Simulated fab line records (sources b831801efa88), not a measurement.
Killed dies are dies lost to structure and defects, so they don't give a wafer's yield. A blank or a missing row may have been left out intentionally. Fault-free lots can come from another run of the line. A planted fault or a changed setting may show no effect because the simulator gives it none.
fab line records | flow sky130
[record] lots = 13 wafers = 39 last_day = 49
route steps=708 shown METAL3@564 VIA3@586 PAD_OPEN@708
lots that met no fault: from a run of the same line without faults
start_h: start of the lot's first displayed wafer, in hours after the record's first day | wait_h: hours elapsed since this lot's preceding step | " repeats the value in the row above | L1.1+2: a single row standing in for several wafers | - no value, or no start was given | * or withheld: withheld | < > ~ a bound
route shown NAME@n: a module of which the file shows steps, and the number in the route of the first | usual: mean and standard deviation over wafers with no fault | same: alike in all rows | chamber/n: place in a boat | sites: each site's reading | _std_site: how widely they spread, as a standard deviation | _edge_site: the outer-site mean with the inner-site mean subtracted | radius_mm: how far each site lies from the wafer's centre | mask NAME#n: copy n | behind: tool/chamber where the wafer was last shaped | hold: why the lot went on hold/how many hours it stayed there/how the hold came to an end | device: whichever transistor did not switch (one of n, p or np) | end of line: the tests these same wafers got at the end of their route | where a step has no rows: the recipe by itself | killed: not the wafer's yield, but the dies lost to structure and defects at the first sort | map: the dies of a wafer, with x for killed, . for not killed, _ for no die there
set.NAME: setting as actually run; set.NAME@STEP: the setting as run at that earlier step | model.NAME: the simulator's own value behind a step, which no gauge read
one table for each step of the route and one row for each wafer, over a sample of lots
services: when a tool's chamber went out of use (start_h, in hours from the record's first day, below 0 if earlier), for how many hours, and the reason
[[steps]]
[step SKY_METAL3_OVL_MEAS_14]
[usual] METAL3_OVL = 3/5.2
// columns lot.wafer tool chamber start_h wait_h METAL3_OVL[nm]
L254.1 overlay-02 - 916.20 0.1 -5
L254.2 " - " " -8
L254.5 " - " " -1
L255.1 overlay-02 - 931.75 0.1 1
L255.2 " - " " -1
L255.6 " - " " 2
L256.1 overlay-02 - 938.86 0.1 18
L256.4 " - " " 5
L256.5 " - " " 10
L258.3 overlay-02 - 945.85 0.1 -1
L258.4 " - " " 3
L258.6 " - " " -3
L259.1 overlay-01 - 955.10 0.1 3
L259.5 " - " " 6
L259.6 " - " " 4
L262.1 overlay-02 - 976.75 0.1 7
L262.2 " - " " 2
L262.6 " - " " 1
L261.2 overlay-02 - 981.12 0.1 2
L261.3 " - " " 1
L261.5 " - " " 6
L263.3 overlay-01 - 987.38 0.1 -5
L263.5 " - " " 3
L263.6 " - " " -1
L264.2 overlay-02 - 990.04 0.1 -1
L264.4 " - " " 11
L264.5 " - " " 1
L265.3 overlay-01 - 1008.08 0.1 3
L265.4 " - " " -6
L265.6 " - " " 1
L266.2 overlay-01 - 1009.79 0.1 7
L266.3 " - " " -3
L266.6 " - " " 7
L267.1 overlay-02 - 1010.95 0.1 1
L267.2 " - " " -2
L267.5 " - " " 0
L268.1 overlay-01 - 1013.91 0.1 11
L268.4 " - " " 10
L268.6 " - " " 10
[step SKY_VIA3_OVL_MEAS_13]
[usual] VIA3_OVL = 3/5.2
// columns lot.wafer tool chamber start_h wait_h VIA3_OVL[nm]
L254.1 overlay-01 - 942.89 0.1 0
L254.2 " - " " -4
L254.5 " - " " 1
L255.1 overlay-02 - 958.49 0.1 4
L255.2 " - " " 6
L255.6 " - " " 8
L256.1 overlay-01 - 964.89 0.1 3
L256.4 " - " " 2
L256.5 " - " " 5
L258.3 overlay-01 - 971.40 0.1 -9
L258.4 " - " " -2
L258.6 " - " " -1
L259.1 overlay-01 - 981.81 0.1 4
L259.5 " - " " 7
L259.6 " - " " 2
L262.1 overlay-01 - 1002.09 0.1 6
L262.2 " - " " 14
L262.6 " - " " 13
L261.2 overlay-02 - 1005.64 0.1 1
L261.3 " - " " 12
L261.5 " - " " 2
L263.3 overlay-01 - 1012.98 0.1 7
L263.5 " - " " 7
L263.6 " - " " 7
L264.2 overlay-01 - 1014.34 0.1 12
L264.4 " - " " -1
L264.5 " - " " 7
L265.3 overlay-01 - 1033.13 0.1 -4
L265.4 " - " " 2
L265.6 " - " " -4
L266.2 overlay-01 - 1034.87 0.1 -8
L266.3 " - " " -3
L266.6 " - " " -3
L267.1 overlay-02 - 1035.89 0.1 14
L267.2 " - " " 5
L267.5 " - " " 15
L268.1 overlay-01 - 1038.64 0.1 12
L268.4 " - " " 8
L268.6 " - " " 3
[step SKY_VIA3_STRIP_16]
[recipe] chemistry = O2/N2 power_w = 1400 pressure_mtorr = 1426 platen_temp_c = withheld o2_flow_sccm = 3000 n2_flow_sccm = 300 overash_fraction = 0.5
[usual] chamber_pressure_mTorr = 1425.8/1.4 drypump_motor_current_A = 5.8/0.44 oes_product_au = 0.402/0.005 strip_time_to_endpoint_s = 4.186/0.021
// columns lot.wafer tool chamber start_h wait_h chamber_pressure_mTorr drypump_motor_current_A oes_product_au rf_hours_counter_h strip_time_to_endpoint_s
L254.1 plasma_asher-01 0 943.02 0.0 1427.0 5.5 0.396 81 4.197
L254.2 " 1 " " 1426.6 5.7 0.397 81 4.170
L254.5 " 0 " " 1425.2 5.5 0.404 - 4.190
L255.1 plasma_asher-02 1 958.62 0.0 1425.1 5.9 0.401 21 4.219
L255.2 " 0 " " 1424.4 5.2 0.403 21 4.206
L255.6 " 1 " " 1425.0 5.9 0.398 - 4.190
L256.1 plasma_asher-01 1 965.03 0.0 1425.3 5.8 0.412 83 4.196
L256.4 " 1 " " 1425.2 5.8 0.392 - 4.163
L256.5 " 1 " " 1425.5 5.8 0.404 - 4.150
L258.3 plasma_asher-02 1 971.56 0.1 1425.2 5.9 0.390 - 4.187
L258.4 " 0 " " 1425.4 5.2 0.397 - 4.181
L258.6 " 1 " " 1427.2 5.9 0.403 - 4.201
L259.1 plasma_asher-03 0 981.95 0.0 1425.9 6.8 0.403 55 4.172
L259.5 " 1 " " 1427.1 5.8 0.402 - 4.202
L259.6 " 0 " " 1425.2 6.7 0.391 - 4.167
L262.1 plasma_asher-02 0 1002.22 0.0 1423.9 5.2 0.400 25 4.170
L262.2 " 1 " " 1430.2 5.9 0.404 25 4.187
L262.6 " 1 " " 1426.0 5.9 0.399 - 4.174
L261.2 plasma_asher-03 1 1005.77 0.0 1425.2 5.8 0.401 57 4.150
L261.3 " 1 " " 1426.0 5.8 0.391 - 4.182
L261.5 " 1 " " 1428.1 5.8 0.399 - 4.148
L263.3 plasma_asher-03 1 1013.14 0.1 1426.2 5.9 0.406 - 4.189
L263.5 " 0 " " 1426.4 6.7 0.400 - 4.174
L263.6 " 1 " " 1427.1 5.8 0.400 - 4.182
L264.2 plasma_asher-01 0 1014.47 0.0 1427.2 5.5 0.402 88 4.181
L264.4 " 1 " " 1426.1 5.7 0.400 - 4.200
L264.5 " 0 " " 1427.9 5.5 0.400 - 4.195
L265.3 plasma_asher-01 1 1033.29 0.1 1426.0 5.8 0.402 - 4.175
L265.4 " 0 " " 1424.7 5.5 0.397 - 4.202
L265.6 " 0 " " 1427.1 5.5 0.400 - 4.201
L266.2 plasma_asher-01 1 1035.00 0.0 1425.7 5.8 0.405 90 4.232
L266.3 " 1 " " 1424.8 5.8 0.408 - 4.247
L266.6 " 0 " " 1427.1 5.5 0.403 - 4.239
L267.1 plasma_asher-03 0 1036.02 0.0 - - - - -
L267.2 " 1 " " - - - - -
L267.5 " 0 " " - - - - -
L268.1 plasma_asher-03 1 1038.77 0.0 - - - - -
L268.4 " 1 " " - - - - -
L268.6 " 0 " " - - - - -
[step SKY_PAD_OPEN_PROBE_99]
[usual] defect_limited_yield = 82.6/1.7 killed_at_M0_to_M3 = 43/6.5 killed_at_M4_up = 3.2/1.9 killed_at_contacts = 25/5.5 killed_at_front_end = 14/4.2 killed_at_other = 0.2/0.44 killed_dies = 85/8.5 killed_on_rim = 16/3.3 killed_open = 47/7 killed_short = 39/6.3 sort_bin_3_pad_short = 0.9/0.46 sort_bin_5_function = 10.3/1.4 sort_bin_6_memory = 6.2/1.2 sort_n_pass = 407/8.5 sort_yield_pct = 82.6/1.7
[same] gross_dies = 492 killed_at_back_side = 0 sort_bin_4_leakage[%] = 0 sort_bin_8_speed[%] = 0
// columns lot.wafer tool chamber start_h wait_h defect_limited_yield[%] killed_at_M0_to_M3 killed_at_M4_up killed_at_contacts killed_at_front_end killed_at_other killed_dies killed_on_rim killed_open killed_short sort_bin_3_pad_short[%] sort_bin_5_function[%] sort_bin_6_memory[%] sort_n_pass sort_yield_pct[%]
L254.1 prober-01 - 1089.19 0.1 81.5 45 5 25 15 1 91 15 49 42 1.2 12.8 4.5 401 81.5
L254.2 prober-01 - 1089.24 0.1 83.3 47 3 22 10 0 82 20 44 38 0.2 10.0 6.5 410 83.3
L254.5 prober-01 - 1089.39 0.2 80.5 47 4 27 18 0 96 18 57 39 0.8 10.0 8.7 396 80.5
L255.1 prober-02 - 1102.99 0.1 82.5 39 6 26 14 1 86 11 43 43 1.2 10.2 6.1 406 82.5
L255.2 prober-02 - 1103.04 0.1 80.3 39 5 35 18 0 97 21 66 31 0.6 11.8 7.3 395 80.3
L255.6 prober-02 - 1103.24 0.2 81.5 40 3 31 17 0 91 17 48 43 1.2 10.6 6.7 401 81.5
L256.1 prober-01 - 1108.65 0.1 82.7 33 3 35 14 0 85 15 44 41 0.8 10.6 5.9 407 82.7
L256.4 prober-01 - 1108.80 0.2 81.3 43 3 31 15 0 92 16 56 36 0.6 11.2 6.9 400 81.3
L256.5 prober-01 - 1108.85 0.2 83.9 38 3 28 10 0 79 14 43 36 1.2 10.0 4.9 413 83.9
L258.3 prober-01 - 1114.74 0.2 82.1 35 4 24 25 0 88 19 53 35 0.6 10.0 7.3 404 82.1
L258.4 prober-01 - 1114.79 0.2 82.5 46 4 24 11 1 86 18 49 37 1.4 8.9 7.1 406 82.5
L258.6 prober-01 - 1114.89 0.2 83.7 36 8 15 20 1 80 13 38 42 0.6 10.2 5.5 412 83.7
L259.1 prober-02 - 1120.79 0.1 79.9 51 2 33 13 0 99 19 50 49 1.2 11.2 7.7 393 79.9
L259.5 prober-02 - 1120.99 0.2 82.7 38 4 35 8 0 85 13 49 36 0.4 10.2 6.7 407 82.7
L259.6 prober-02 - 1121.04 0.2 80.1 46 5 30 17 0 98 19 61 37 0.2 12.4 7.3 394 80.1
L262.1 prober-02 - 1136.94 0.1 86.4 39 0 18 10 0 67 10 39 28 1.0 7.3 5.3 425 86.4
L262.2 prober-02 - 1136.99 0.1 85.4 34 0 19 19 0 72 10 44 28 0.8 7.9 5.9 420 85.4
L262.6 prober-02 - 1137.19 0.2 84.3 36 4 23 12 2 77 15 38 39 0.6 10.4 4.7 415 84.3
L261.2 prober-01 - 1141.33 0.1 83.5 36 5 27 12 1 81 15 53 28 0.4 9.8 6.3 411 83.5
L261.3 prober-01 - 1141.38 0.2 80.9 41 5 36 12 0 94 18 54 40 0.4 12.2 6.5 398 80.9
L261.5 prober-01 - 1141.48 0.2 78.7 57 3 27 17 1 105 22 60 45 1.2 13.8 6.3 387 78.7
L263.3 prober-02 - 1147.81 0.2 81.9 48 4 25 12 0 89 19 44 45 0.8 12.2 5.1 403 81.9
L263.5 prober-02 - 1147.91 0.2 82.5 42 7 22 14 1 86 18 44 42 0.6 10.0 6.9 406 82.5
L263.6 prober-02 - 1147.96 0.2 84.1 53 1 17 7 0 78 16 44 34 1.0 10.8 4.1 414 84.1
L264.2 prober-01 - 1150.88 0.1 82.1 47 3 18 20 0 88 14 45 43 0.8 11.0 6.1 404 82.1
L264.4 prober-01 - 1150.98 0.2 83.7 38 6 15 21 0 80 18 41 39 0.2 9.6 6.5 412 83.7
L264.5 prober-01 - 1151.03 0.2 84.3 31 3 23 20 0 77 21 34 43 0.6 9.8 5.3 415 84.3
L265.3 prober-02 - 1164.87 0.2 79.9 49 5 26 19 0 99 17 50 49 0.6 11.8 7.7 393 79.9
L265.4 prober-02 - 1164.92 0.2 83.3 40 5 25 12 0 82 14 43 39 1.2 10.6 4.9 410 83.3
L265.6 prober-02 - 1165.02 0.2 82.5 47 0 20 18 1 86 17 48 38 1.4 10.8 5.3 406 82.5
L266.2 prober-01 - 1165.53 0.1 83.5 43 2 27 9 0 81 9 47 34 0.6 10.8 5.1 411 83.5
L266.3 prober-01 - 1165.58 0.2 82.7 43 4 22 16 0 85 17 49 36 0.8 8.7 7.7 407 82.7
L266.6 prober-01 - 1165.73 0.2 82.7 54 2 18 11 0 85 18 44 41 0.8 11.0 5.5 407 82.7
L267.1 prober-02 - 1166.27 0.1 0 451 4 23 14 0 492 96 48 39 1.6 91.9 6.5 0 0
L267.2 prober-02 - 1166.32 0.1 0 454 2 16 20 0 492 96 36 47 1.2 95.1 3.7 0 0
L267.5 prober-02 - 1166.47 0.2 0 442 5 27 18 0 492 96 46 42 0.2 93.3 6.5 0 0
L268.1 prober-01 - 1171.45 0.1 0 451 2 22 17 0 492 96 37 46 0.6 93.5 5.9 0 0
L268.4 prober-01 - 1171.60 0.2 0 459 4 16 12 1 492 96 34 33 0.6 94.7 4.7 0 0
L268.6 prober-01 - 1171.70 0.2 0 463 2 11 16 0 492 96 46 39 1.0 90.7 8.3 0 0
// killed by level:class
L254.1 VIA1:geometric_particle:open=9 CONTACT:geometric_particle:open=9 CONTACT:geometric_particle:short=7 VIA3:geometric_particle:open=7 FIELD_ISO:geometric_particle:short=6 VIA2:geometric_particle:open=6 VIA1:geometric_particle:short=6 METAL2:geometric_particle:short=6
L254.2 VIA1:geometric_particle:open=13 CONTACT:geometric_particle:open=9 METAL2:geometric_particle:short=8 LOCAL_INTERCONNECT:geometric_particle:short=7 METAL1:geometric_particle:short=7 VIA2:geometric_particle:open=5 VIA2:geometric_particle:short=5 FIELD_ISO:geometric_particle:short=4
L254.5 CONTACT:geometric_particle:open=12 VIA1:geometric_particle:open=11 VIA2:geometric_particle:open=9 FIELD_ISO:geometric_particle:open=7 CONTACT:geometric_particle:short=6 LOCAL_INTERCONNECT:geometric_particle:short=5 VIA3:geometric_particle:open=5 POLY_GATE:geometric_particle:open=4
L255.1 VIA1:geometric_particle:open=11 LI_CONTACT:geometric_particle:open=8 CONTACT:geometric_particle:open=8 METAL1:geometric_particle:short=7 CONTACT:geometric_particle:short=5 VIA3:geometric_particle:open=5 POLY_CUT:geometric_particle:short=4 LI_CONTACT:geometric_particle:short=4
L255.2 CONTACT:geometric_particle:open=18 VIA1:geometric_particle:open=13 LI_CONTACT:geometric_particle:open=10 VIA2:geometric_particle:open=6 FIELD_ISO:geometric_particle:short=5 POLY_GATE:geometric_particle:open=5 FIELD_ISO:geometric_particle:open=4 METAL3:geometric_particle:short=4
L255.6 VIA2:geometric_particle:open=11 CONTACT:geometric_particle:open=10 LI_CONTACT:geometric_particle:open=7 METAL2:geometric_particle:short=7 FIELD_ISO:geometric_particle:short=5 CONTACT:geometric_particle:short=5 METAL1:geometric_particle:short=5 FIELD_ISO:geometric_particle:open=4
L256.1 LI_CONTACT:geometric_particle:open=14 CONTACT:geometric_particle:open=7 METAL1:geometric_particle:short=7 VIA2:geometric_particle:open=7 CONTACT:geometric_particle:short=6 METAL2:geometric_particle:short=5 VIA3:geometric_particle:open=5 LI_CONTACT:geometric_particle:short=4
L256.4 CONTACT:geometric_particle:open=13 LI_CONTACT:geometric_particle:open=10 VIA1:geometric_particle:open=10 VIA2:geometric_particle:open=7 VIA3:geometric_particle:open=7 VIA3:geometric_particle:short=5 FIELD_ISO:geometric_particle:short=4 FIELD_ISO:geometric_particle:open=3
L256.5 LI_CONTACT:geometric_particle:open=10 VIA2:geometric_particle:open=9 CONTACT:geometric_particle:open=7 VIA1:geometric_particle:open=7 METAL1:geometric_particle:short=6 LOCAL_INTERCONNECT:geometric_particle:short=6 METAL2:geometric_particle:short=4 FIELD_ISO:geometric_particle:short=3
L258.3 CONTACT:geometric_particle:open=10 FIELD_ISO:geometric_particle:open=9 VIA1:geometric_particle:open=8 VIA2:geometric_particle:open=7 POLY_GATE:geometric_particle:short=6 VIA3:geometric_particle:open=6 LI_CONTACT:geometric_particle:open=5 CONTACT:geometric_particle:short=5
L258.4 VIA1:geometric_particle:open=10 VIA2:geometric_particle:open=10 CONTACT:geometric_particle:open=8 CONTACT:geometric_particle:short=6 VIA3:geometric_particle:open=6 LI_CONTACT:geometric_particle:open=5 METAL1:geometric_particle:short=5 VIA1:geometric_particle:short=5
L258.6 FIELD_ISO:geometric_particle:short=8 METAL4:geometric_particle:short=7 CONTACT:geometric_particle:open=7 VIA2:geometric_particle:open=7 VIA3:geometric_particle:short=6 VIA3:geometric_particle:open=6 VIA1:geometric_particle:open=4 SPACER:geometric_particle:short=3
L259.1 CONTACT:geometric_particle:open=15 VIA1:geometric_particle:open=10 VIA2:geometric_particle:open=8 METAL2:geometric_particle:short=7 VIA3:geometric_particle:short=7 VIA2:geometric_particle:short=6 CONTACT:geometric_particle:short=5 LOCAL_INTERCONNECT:geometric_particle:short=5
L259.5 LI_CONTACT:geometric_particle:open=12 CONTACT:geometric_particle:short=8 VIA1:geometric_particle:open=8 CONTACT:geometric_particle:open=7 VIA3:geometric_particle:open=5 LI_CONTACT:geometric_particle:short=5 METAL2:geometric_particle:short=5 VIA2:geometric_particle:open=4
L259.6 LI_CONTACT:geometric_particle:open=13 VIA1:geometric_particle:open=10 VIA2:geometric_particle:open=10 VIA1:geometric_particle:short=6 LOCAL_INTERCONNECT:geometric_particle:short=5 CONTACT:geometric_particle:open=5 FIELD_ISO:geometric_particle:open=4 CONTACT:geometric_particle:short=4
L262.1 CONTACT:geometric_particle:open=8 VIA3:geometric_particle:open=7 VIA2:geometric_particle:open=6 METAL1:geometric_particle:short=6 VIA1:geometric_particle:open=6 VIA3:geometric_particle:short=5 VIA1:geometric_particle:short=4 FIELD_ISO:geometric_particle:open=3
L262.2 VIA1:geometric_particle:open=12 LI_CONTACT:geometric_particle:open=8 CONTACT:geometric_particle:open=8 FIELD_ISO:geometric_particle:short=5 FIELD_ISO:geometric_particle:open=5 VIA3:geometric_particle:open=4 METAL1:geometric_particle:short=3 VIA1:geometric_particle:short=3
L262.6 VIA3:geometric_particle:open=10 CONTACT:geometric_particle:short=9 CONTACT:geometric_particle:open=6 LI_CONTACT:geometric_particle:open=5 POLY_GATE:geometric_particle:open=4 VIA2:geometric_particle:open=4 METAL3:geometric_particle:short=4 VIA2:geometric_particle:short=4
L261.2 LI_CONTACT:geometric_particle:open=14 VIA2:geometric_particle:open=11 CONTACT:geometric_particle:open=8 VIA3:geometric_particle:open=6 METAL2:geometric_particle:short=5 POLY_GATE:geometric_particle:open=4 POLY_GATE:geometric_particle:short=4 VIA1:geometric_particle:open=3
L261.3 VIA1:geometric_particle:open=15 LI_CONTACT:geometric_particle:open=11 CONTACT:geometric_particle:open=11 VIA3:geometric_particle:open=6 CONTACT:geometric_particle:short=6 POLY_GATE:geometric_particle:short=5 LI_CONTACT:geometric_particle:short=4 LOCAL_INTERCONNECT:geometric_particle:short=4
L261.5 LI_CONTACT:geometric_particle:open=12 VIA1:geometric_particle:open=12 VIA1:geometric_particle:short=11 CONTACT:geometric_particle:open=8 METAL2:geometric_particle:short=7 VIA3:geometric_particle:open=7 METAL1:geometric_particle:short=6 VIA2:geometric_particle:open=5
L263.3 CONTACT:geometric_particle:open=11 VIA1:geometric_particle:open=9 METAL2:geometric_particle:short=8 VIA2:geometric_particle:open=7 METAL3:geometric_particle:short=5 POLY_GATE:geometric_particle:short=4 LI_CONTACT:geometric_particle:open=4 LOCAL_INTERCONNECT:geometric_particle:short=4
L263.5 VIA2:geometric_particle:open=9 VIA1:geometric_particle:open=8 CONTACT:geometric_particle:open=7 METAL1:geometric_particle:short=7 VIA3:geometric_particle:open=7 METAL4:geometric_particle:short=6 CONTACT:geometric_particle:short=5 POLY_GATE:geometric_particle:short=4
L263.6 CONTACT:geometric_particle:open=11 VIA1:geometric_particle:open=10 VIA3:geometric_particle:open=9 METAL1:geometric_particle:short=8 VIA2:geometric_particle:open=8 METAL2:geometric_particle:short=5 VIA1:geometric_particle:short=5 FIELD_ISO:geometric_particle:short=3
L264.2 VIA3:geometric_particle:open=11 VIA1:geometric_particle:open=11 POLY_GATE:geometric_particle:short=7 CONTACT:geometric_particle:open=6 VIA1:geometric_particle:short=6 VIA2:geometric_particle:open=6 FIELD_ISO:geometric_particle:short=4 LOCAL_INTERCONNECT:geometric_particle:short=4
L264.4 VIA1:geometric_particle:open=9 FIELD_ISO:geometric_particle:open=7 CONTACT:geometric_particle:open=6 VIA2:geometric_particle:open=6 POLY_GATE:geometric_particle:open=5 CONTACT:geometric_particle:short=5 VIA1:geometric_particle:short=5 METAL4:geometric_particle:short=5
L264.5 LI_CONTACT:geometric_particle:open=10 POLY_GATE:geometric_particle:short=8 CONTACT:geometric_particle:open=7 METAL1:geometric_particle:short=6 FIELD_ISO:geometric_particle:short=5 VIA1:geometric_particle:open=5 VIA1:geometric_particle:short=4 VIA2:geometric_particle:open=4
L265.3 VIA1:geometric_particle:open=12 CONTACT:geometric_particle:open=10 CONTACT:geometric_particle:short=8 METAL1:geometric_particle:short=8 VIA3:geometric_particle:open=6 VIA1:geometric_particle:short=6 VIA2:geometric_particle:open=6 FIELD_ISO:geometric_particle:open=5
L265.4 VIA1:geometric_particle:open=10 LI_CONTACT:geometric_particle:open=7 VIA3:geometric_particle:open=7 CONTACT:geometric_particle:open=6 VIA2:geometric_particle:open=5 LOCAL_INTERCONNECT:geometric_particle:short=5 METAL2:geometric_particle:short=5 LI_CONTACT:geometric_particle:short=4
L265.6 VIA1:geometric_particle:open=13 CONTACT:geometric_particle:open=9 VIA1:geometric_particle:short=9 VIA2:geometric_particle:open=7 VIA2:geometric_particle:short=5 VIA3:geometric_particle:open=5 FIELD_ISO:geometric_particle:short=4 LI_CONTACT:geometric_particle:open=4
L266.2 CONTACT:geometric_particle:open=10 VIA3:geometric_particle:open=9 CONTACT:geometric_particle:short=8 VIA1:geometric_particle:open=8 VIA2:geometric_particle:open=6 LOCAL_INTERCONNECT:geometric_particle:short=4 VIA1:geometric_particle:short=4 METAL1:geometric_particle:open=4
L266.3 VIA1:geometric_particle:open=16 VIA2:geometric_particle:open=9 CONTACT:geometric_particle:open=7 FIELD_ISO:geometric_particle:short=5 LI_CONTACT:geometric_particle:open=5 CONTACT:geometric_particle:short=5 METAL1:geometric_particle:short=5 METAL2:geometric_particle:short=4
L266.6 VIA1:geometric_particle:open=14 VIA2:geometric_particle:open=9 VIA1:geometric_particle:short=8 CONTACT:geometric_particle:short=7 METAL1:geometric_particle:short=5 METAL2:geometric_particle:short=5 FIELD_ISO:geometric_particle:open=4 CONTACT:geometric_particle:open=4
L267.1 VIA3:area_sputter=405 VIA1:geometric_particle:open=13 VIA2:geometric_particle:open=9 METAL1:geometric_particle:short=7 LI_CONTACT:geometric_particle:open=7 CONTACT:geometric_particle:open=6 FIELD_ISO:geometric_particle:open=5 CONTACT:geometric_particle:short=5
L267.2 VIA3:area_sputter=409 POLY_GATE:geometric_particle:short=8 CONTACT:geometric_particle:open=7 METAL2:geometric_particle:short=7 VIA3:geometric_particle:short=7 VIA1:geometric_particle:open=6 VIA1:geometric_particle:short=5 LI_CONTACT:geometric_particle:open=5
L267.5 VIA3:area_sputter=404 CONTACT:geometric_particle:open=15 VIA2:geometric_particle:open=8 VIA1:geometric_particle:short=8 FIELD_ISO:geometric_particle:open=6 LOCAL_INTERCONNECT:geometric_particle:short=6 VIA1:geometric_particle:open=5 METAL1:geometric_particle:short=4
L268.1 VIA3:area_sputter=409 LOCAL_INTERCONNECT:geometric_particle:short=7 METAL1:geometric_particle:short=7 VIA1:geometric_particle:open=6 POLY_GATE:geometric_particle:short=6 VIA3:geometric_particle:open=6 CONTACT:geometric_particle:open=5 FIELD_ISO:geometric_particle:open=4
L268.4 VIA3:area_sputter=425 METAL2:geometric_particle:short=6 VIA1:geometric_particle:open=6 LOCAL_INTERCONNECT:geometric_particle:short=5 CONTACT:geometric_particle:open=5 METAL3:geometric_particle:short=5 FIELD_ISO:geometric_particle:open=4 FIELD_ISO:geometric_particle:short=3
L268.6 VIA3:area_sputter=407 VIA1:geometric_particle:open=15 METAL1:geometric_particle:short=9 VIA2:geometric_particle:open=8 VIA2:geometric_particle:short=6 VIA3:geometric_particle:open=6 FIELD_ISO:geometric_particle:short=5 CONTACT:geometric_particle:short=4
[[services]]
// columns tool chamber start_h hours kind
plasma_asher-01 - 977.57 0.7 repair
plasma_asher-01 - 987.59 0.6 repair
plasma_asher-02 - 1034.80 1.3 repair
[[key]]
[first_sign] step = SKY_VIA3_STRIP_16 reading = tool_record direction = missing
[effect] step = SKY_PAD_OPEN_PROBE_99 reading = killed_at_M0_to_M3 direction = up sigmas = 63 usual = 43 struck = 453
[more_kills_born_at] SKY_VIA3_SPUTTER_20@pvd_sputter-03 = 2459
met_at SKY_VIA3_STRIP_16
struck_lots L267,L268
later_rows_left_out L267.1,L267.2,L267.5,L268.1,L268.4,L268.6
not_acting_at SKY_METAL3_OVL_MEAS_14,SKY_VIA3_OVL_MEAS_13
onset_between 1013.14 1036.02
[fault] kind = skipped_step_whole tool = plasma_asher-03 chamber = - onset_h = 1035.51 steps = SKY_VIA3_STRIP_16 scope = struck_lots_only
// later_rows_left_out: the simulator's readings of these wafers behind a module that went badly wrong aren't trusted and aren't shown, but for the sort
